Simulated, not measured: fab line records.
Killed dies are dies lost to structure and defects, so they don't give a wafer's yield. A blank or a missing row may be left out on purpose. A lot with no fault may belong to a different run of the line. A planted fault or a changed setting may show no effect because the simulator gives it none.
A lot that was struck, set against a sound lot    flow gf180mcu    14 out of 602 route steps
Sound: the wafers L221.4, L221.5, L221.6. Struck: wafers L229.1, L229.2, L229.3. The cause is given at the end.
Order at every step that has rows: each side's tool, ch and its chambers, its first start. Under that, the readings that differ: sound wafers    struck wafers    difference of the means    sigmas: that difference in standard deviations of wafers without a fault.
alike: readings whose means differ by less than 2 such deviations, and words and numbers that are the same on both sides. not compared: withheld readings, readings that some wafer has no value for, bounds like >300 that may hide the same value, and numbers for which the record gives no deviation and whose values overlap.
A row with sigmas, a row that says differs or no value, or rows on one side alone: a step with any of these is where the two part. Non-overlapping numbers with no deviation appear without sigmas and do not part them. A reading that every wafer of one side lacks parts them only if that side has two wafers or more.

GF_V1_THK_MEAS_01:
  sound on film-metro-03, day 19 14:45; struck on film-metro-03, day 22 10:08
  alike: V1_CVD_00_THK
GF_V1_CVD_02: deposits SiO2 from TEOS, target thk 850 nm, time 94.851 s.
  sound on pecvd-01 ch 0,1,2, day 19 14:49; struck on pecvd-03 ch 0,1,2, day 22 10:11
  alike: heater-power-w
GF_V1_THK_MEAS_03:
  sound on film-metro-03, day 19 14:53; struck on film-metro-03, day 22 10:16
  alike: V1_CVD_02_THK
GF_V1_CMP_04: polishes SiO2.
  sound on cmp-02 ch 0,1, day 19 14:58; struck on cmp-01 ch 0,2,3, day 22 10:28
  alike: motor-current-A, retaining-ring-pressure-frac, time-to-endpoint-s
GF_V1_BOW_MEAS_05:
  sound on film-metro-03, day 19 15:19; struck on film-metro-04, day 22 10:43
  alike: V1_BOW
then, 7 steps without rows for these wafers: GF_V1_DEHYDRATE_06 (time 60 s); GF_V1_HMDS_07 (prime time 60 s); GF_V1_COAT_08; GF_V1_COAT_09 (resist thk 1000 nm); GF_V1_SOFTBAKE_10 (time 60 s); GF_V1_EXPOSE_11 (exposes mask Via1, target cd 260 nm); GF_V1_PEB_12 (peb time 90 s).
GF_V1_DEVELOP_13: develop time 60 s.
  struck on litho-track-03, day 23 09:44; sound on litho-track-03 ch 0, day 20 15:46
  no value came back on the struck wafers for chill-plate-temp-C (C), develop-time-s (s); on the sound wafers chill-plate-temp-C (C) reads 23.18 22.94 23.28
reading                              sound          struck          difference  sigmas
model.KrF_of_V1_COAT_09.thk-nm (nm)  988 988 988.1  1005 1002 1006  +16         
GF_V1_CD_MEAS_14 targets a cd of 260 nm.
  sound on cd-sem-01, day 20 15:53; struck on cd-sem-02, day 23 09:53
reading     sound              struck  difference                     sigmas
cd-nm (nm)  260.4 259.3 258.9  - - -   no value on the struck wafers  

## WHERE THEY PART
Earliest at GF_V1_DEVELOP_13; latest, in this record, at GF_V1_CD_MEAS_14.

WHY: the cause the simulator had injected
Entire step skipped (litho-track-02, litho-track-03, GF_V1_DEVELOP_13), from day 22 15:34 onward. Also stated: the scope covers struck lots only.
